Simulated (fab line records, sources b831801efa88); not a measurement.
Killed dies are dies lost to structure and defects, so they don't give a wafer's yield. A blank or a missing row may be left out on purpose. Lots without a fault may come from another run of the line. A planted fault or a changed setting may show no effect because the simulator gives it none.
Problem report in the 8D (eight disciplines) form, filled by code | flow gf180mcu | the parts of the form that need people (team, actions taken, sign-off) are left out

1. THE PROBLEM
developer_temp_C at GF_HV_LDD_DEVELOP_30 reads a mean of 22.12 C on 6 wafers of 2 lots; wafers without a fault read 23.03 C with a standard deviation of 0.11. That is -8.2 standard deviations from the usual mean.
The step: develop time 60 s.
First seen on wafer L831.3, day 12 11:59, on litho_track-02. The record holds 42 wafers of 14 lots with a number at this step. Rule for "out", or "out of limits": more than 4 standard deviations from the usual mean. The other wafers with a number count as sound.

2. WHAT IT IS AND WHAT IT IS NOT
question                    | is                     | is not
which readings at this step | developer_temp_C       | -
which lots                  | L831, L833             | L828, L830, L832, L842, L843, L844, L845, L846, L847, L848, L850, L851
which wafers of those lots  | all that have a number | -
read on which tools         | litho_track-02         | litho_track-03, litho_track-04
when                        | from day 12 11:59      | up to then (6 sound wafers); but 30 sound wafers of L832, L842, L843, L844, L845, L846, L847, L848, L850, L851 came after

3. SUSPECTS, AND WHAT RULES EACH OUT
Counting: a tool at a process step up to the reading stays a suspect if it ran every lot that is out and no sound lot after the first of them.
- litho_track-02 at GF_HV_LDD_DEVELOP_30 (develop time 60 s): ruled out as a lasting fault. Sound lots L843, L846, L847, L850, L851 ran on it after its first lot that is out, L831 (day 12 11:59).
Left after counting: nothing in the record.

4. THE CAUSE (what the simulator had put in)
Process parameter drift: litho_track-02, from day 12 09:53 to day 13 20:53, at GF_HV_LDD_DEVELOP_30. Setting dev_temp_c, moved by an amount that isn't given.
Counting ruled it out, wrongly.

5. THE CHAIN OF EFFECTS, in route order
Each row: a reading whose mean over the struck wafers that have a number lies more than 3 standard deviations from the usual. Only readings for which the record gives a usual standard deviation are gone through. hours: the time from each lot's start at the first step in this table that gives one to its start at this step, as a median over the lots. sigmas: the change in usual standard deviations.
hours | step                 | reading          | usual   | on struck wafers | change | sigmas
0     | GF_HV_LDD_DEVELOP_30 | developer_temp_C | 23.03 C | 22.12            | -0.91  | -8.2
The process steps in it:
- GF_HV_LDD_DEVELOP_30: develop time 60 s.
Later measuring or inspecting steps at which every struck wafer that the step has a row for has a number for every such reading, and none has moved that far: GF_CONTACT_CD_MEAS_14, GF_V1_BOW_MEAS_05.

6. WHAT WOULD HAVE CAUGHT IT SOONER
In this record the first reading out of limits was taken at day 12 11:59, 2 hours after the fault began at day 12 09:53.
